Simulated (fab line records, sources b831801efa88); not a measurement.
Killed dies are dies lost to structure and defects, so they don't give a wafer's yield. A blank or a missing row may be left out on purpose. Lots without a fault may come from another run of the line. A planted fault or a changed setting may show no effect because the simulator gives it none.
Which tool did it? | flow sky130 | 14 lots, 42 wafers sampled, at 4 steps of a route of 708

WHAT THE GAUGES READ, wafer by wafer
SKY_VT_ADJUST_LVTN_OVL_MEAS_18. Usual: VT_ADJUST_LVTN_01_OVL 1.0 nm, standard deviation 1.2.
lot  | measured     | on         | VT_ADJUST_LVTN_01_OVL (nm) | flag
L215 | day 7 20:51  | overlay-02 | 2.4 2.3 2.4                |
L214 | day 7 21:00  | overlay-02 | 1.1 -0.7 0.2               |
L217 | day 8 11:42  | overlay-01 | 0.4 -0.2 0.7               |
L218 | day 8 14:30  | overlay-01 | 1.1 0.9 1.4                |
L221 | day 9 17:33  | overlay-02 | 1.9 0.3 -0.8               |
L222 | day 9 23:21  | overlay-02 | 1.6 2.0 0.0                |
L223 | day 10 06:22 | overlay-02 | 2.7 1.1 2.7                |
L224 | day 10 09:27 | overlay-01 | 3.6 0.4 1.2                |
L226 | day 11 03:39 | overlay-01 | 0.1 -0.9 -2.3              |
L228 | day 11 15:04 | overlay-01 | -0.6 -0.9 0.0              |
L229 | day 12 05:45 | overlay-02 | 2.6 2.5 1.0                |
L233 | day 13 08:00 | overlay-01 | 0.7 -0.7 1.0               |
L236 | day 13 23:03 | overlay-01 | 3.5 3.1 1.7                |
L237 | day 14 20:30 | overlay-02 | 2.5 -0.5 0.5               |

SKY_LI_CONTACT_OVL_MEAS_13. Usual: LI_CONTACT_OVL 2 nm, standard deviation 5.8.
lot  | measured     | on         | LI_CONTACT_OVL (nm) | flag
L215 | day 29 05:17 | overlay-02 | 0 4 9               |
L214 | day 29 01:17 | overlay-02 | 5 2 -1              |
L217 | day 30 05:08 | overlay-02 | -7 1 -9             |
L218 | day 30 05:29 | overlay-02 | 3 6 9               |
L221 | day 31 16:02 | overlay-02 | 4 10 10             |
L222 | day 32 00:46 | overlay-01 | 2 -7 2              |
L223 | day 32 12:29 | overlay-02 | -1 0 -3             |
L224 | day 32 12:28 | overlay-01 | 5 3 6               |
L226 | day 33 03:46 | overlay-02 | 1 11 9              |
L228 | day 33 21:23 | overlay-02 | 5 11 4              |
L229 | day 34 15:46 | overlay-01 | 7 2 -2              |
L233 | day 35 15:07 | overlay-01 | -3 -3 -3            |
L236 | day 36 03:49 | overlay-02 | -8 -3 -4            |
L237 | day 37 00:19 | overlay-02 | 3 4 -1              |

WHICH TOOL RAN EACH LOT (tool, then ch and the chambers of the sampled wafers, then the start)
lot  | SKY_FIELD_ISO_ETCH_14             | SKY_NWELL_IMPLANT_12
L215 | rie_diel-04 ch 0,1,3, day 2 10:29 | implanter-01 ch 0, day 4 18:14
L214 | rie_diel-01 ch 0,2,3, day 2 10:37 | implanter-03 ch 0, day 4 18:20
L217 | rie_diel-02 ch 0,1,2, day 2 19:44 | implanter-01 ch 0, day 5 05:33
L218 | rie_diel-01 ch 1,2,3, day 3 00:14 | implanter-03 ch 0, day 5 09:13
L221 | rie_diel-01 ch 0,2, day 3 19:55   | implanter-02 ch 0, day 6 08:48
L222 | rie_diel-04 ch 1,3, day 4 02:16   | implanter-02 ch 0, day 6 13:44
L223 | rie_diel-04 ch 0,1,3, day 4 06:47 | implanter-03 ch 0, day 6 19:08
L224 | rie_diel-02 ch 2,3, day 4 09:07   | implanter-02 ch 0, day 6 22:21
L226 | rie_diel-04 ch 0,3, day 4 21:01   | implanter-02 ch 0, day 7 13:35
L228 | rie_diel-01 ch 0,2,3, day 5 06:08 | implanter-01 ch 0, day 7 23:17
L229 | rie_diel-02 ch 2,3, day 5 14:46   | implanter-01 ch 0, day 8 11:39
L233 | rie_diel-02 ch 0,1,2, day 6 10:50 | implanter-03 ch 0, day 9 10:26
L236 | rie_diel-01 ch 0,1,3, day 6 23:44 | implanter-03 ch 0, day 9 20:56
L237 | rie_diel-02 ch 1,2,3, day 7 14:32 | implanter-03 ch 0, day 10 16:03
- SKY_FIELD_ISO_ETCH_14: etches BARC in N2/H2, stops on SiO2, time 45.9 s, target depth 60 nm.
- SKY_NWELL_IMPLANT_12

WHAT THE TOOLS THEMSELVES READ (means of the sampled wafers that have a number; where no wafer has one, the mark that the record gives instead)
SKY_FIELD_ISO_ETCH_14. Usual: drypump_motor_current_A 5.7 A, standard deviation 0.31; oes_product_au 0.855 a.u., standard deviation 0.0043; rf_fwd_power_W 495.6 W, standard deviation 2.3; throttle_valve_pct 13.224 %, standard deviation 0.0084.
lot  | tool        | drypump_motor_current_A (A) | oes_product_au (a.u.) | rf_fwd_power_W (W) | throttle_valve_pct (%) | flag
L215 | rie_diel-04 | 5.8                         | 0.858                 | 495.0              | 13.229                 |
L214 | rie_diel-01 | 5.6                         | 0.853                 | 497.3              | 13.231                 |
L217 | rie_diel-02 | 5.5                         | 0.852                 | 494.8              | 13.214                 |
L218 | rie_diel-01 | 5.7                         | 0.858                 | 496.2              | 13.226                 |
L221 | rie_diel-01 | 5.6                         | 0.856                 | 496.7              | 13.230                 |
L222 | rie_diel-04 | 5.5                         | 0.855                 | 494.5              | 13.220                 |
L223 | rie_diel-04 | 5.8                         | 0.854                 | 494.7              | 13.228                 |
L224 | rie_diel-02 | 5.4                         | 0.856                 | 492.6              | 13.218                 |
L226 | rie_diel-04 | 6.1                         | 0.860                 | 495.4              | 13.225                 |
L228 | rie_diel-01 | 5.6                         | 0.856                 | 496.6              | 13.223                 |
L229 | rie_diel-02 | 5.5                         | 0.853                 | 494.0              | 13.223                 |
L233 | rie_diel-02 | 5.5                         | 0.855                 | 495.7              | 13.219                 |
L236 | rie_diel-01 | 5.6                         | 0.856                 | 494.8              | 13.219                 |
L237 | rie_diel-02 | 5.4                         | 0.853                 | 494.3              | 13.223                 |

SKY_NWELL_IMPLANT_12. Usual: dose_ions_cm2 1.3e+12, standard deviation 1.4e+09.
lot  | tool         | dose_ions_cm2 | flag
L215 | implanter-01 | 1.3e+12       |
L214 | implanter-03 | 1.3e+12       |
L217 | implanter-01 | 1.3e+12       |
L218 | implanter-03 | 1.3e+12       |
L221 | implanter-02 | 1.3e+12       |
L222 | implanter-02 | 1.3e+12       |
L223 | implanter-03 | 1.3e+12       |
L224 | implanter-02 | 1.3e+12       |
L226 | implanter-02 | 1.3e+12       |
L228 | implanter-01 | 1.3e+12       |
L229 | implanter-01 | 1.3e+12       |
L233 | implanter-03 | 1.3e+12       |
L236 | implanter-03 | 1.3e+12       |
L237 | implanter-03 | 1.3e+12       |

THE ANSWER, worked out from the rows above alone
Rule: a lot is off if the mean of its wafers that have a number lies more than 3 standard deviations from the usual mean. A lot without any number at a reading at which 4 lots or more have one is off too. The other lots that the step has rows for count as sound. The gauges are gone through in route order, then the tools' own readings, and for those a lot's mean is taken as printed above. The first step at which some lot is off is used, and at that step the reading that is off furthest; a lot without a number counts as furthest.
No lot is off at any reading shown: from this, nothing can be told.

WHAT THE SIMULATOR HAD PUT IN
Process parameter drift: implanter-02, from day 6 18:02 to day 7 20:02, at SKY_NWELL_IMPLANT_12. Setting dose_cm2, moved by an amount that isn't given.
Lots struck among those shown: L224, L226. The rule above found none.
